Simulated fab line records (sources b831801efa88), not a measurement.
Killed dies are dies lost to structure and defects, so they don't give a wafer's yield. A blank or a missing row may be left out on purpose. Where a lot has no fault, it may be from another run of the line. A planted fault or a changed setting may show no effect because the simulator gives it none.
Matching of chambers || flow gf180mcu || 4 sister chambers for GF_V3_CMP_26 on cmp-01
The step polishes, stops on SiO2, t overpolish 15 s, target thk 0 nm. 4 wafers are shown with their chamber, then 8 later ones without.

EACH WAFER AND ITS CHAMBER
{"wafer": "L440.3", "chamber": 2, "motor-current-A (A)": 11.1}
{"wafer": "L440.4", "chamber": 3, "motor-current-A (A)": 11.2}
{"wafer": "L440.5", "chamber": 1, "motor-current-A (A)": 12.1}
{"wafer": "L443.1", "chamber": 0, "motor-current-A (A)": 10.3}

WAFERS WITHOUT THEIR CHAMBER
{"wafer": "L443.2", "motor-current-A (A)": 11.1}
{"wafer": "L443.5", "motor-current-A (A)": 11.6}
{"wafer": "L444.1", "motor-current-A (A)": 11.6}
{"wafer": "L444.2", "motor-current-A (A)": 10.2}
{"wafer": "L444.3", "motor-current-A (A)": 11.7}
{"wafer": "L445.1", "motor-current-A (A)": 10.5}
{"wafer": "L445.3", "motor-current-A (A)": 12.3}
{"wafer": "L445.4", "motor-current-A (A)": 11.5}

WHICH CHAMBER EACH WENT THROUGH
{"wafer": "L443.2", "from the rows above": "can't be placed: 2 or 3", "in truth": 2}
{"wafer": "L443.5", "from the rows above": "can't be placed: 3 or 1 or 2", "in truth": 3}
{"wafer": "L444.1", "from the rows above": "can't be placed: 3 or 1 or 2", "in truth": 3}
{"wafer": "L444.2", "from the rows above": 0, "in truth": 0}
{"wafer": "L444.3", "from the rows above": "can't be placed: 1 or 3 or 2", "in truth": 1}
{"wafer": "L445.1", "from the rows above": "can't be placed: 0 or 2 or 3", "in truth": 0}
{"wafer": "L445.3", "from the rows above": 1, "in truth": 1}
{"wafer": "L445.4", "from the rows above": "can't be placed: 3 or 2 or 1", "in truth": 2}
2 of 8 placed correctly. These rows do not allow placing 6 (true chamber among the candidates in 6). 0 placed wrongly.
How it was worked out, from the rows above alone: a wafer's distance from a chamber is the root of the sum, over the readings, of the square of ((its reading less the chamber's mean) divided by the reading's scatter). The wafer belongs to the nearest chamber; if the next one is less than 2 further off, it can't be placed. Each chamber's mean is taken over the wafers shown for it. The scatter (one wafer shown for each chamber): square how far every hidden wafer sits from the nearest shown wafer, average those squares and take the square root.
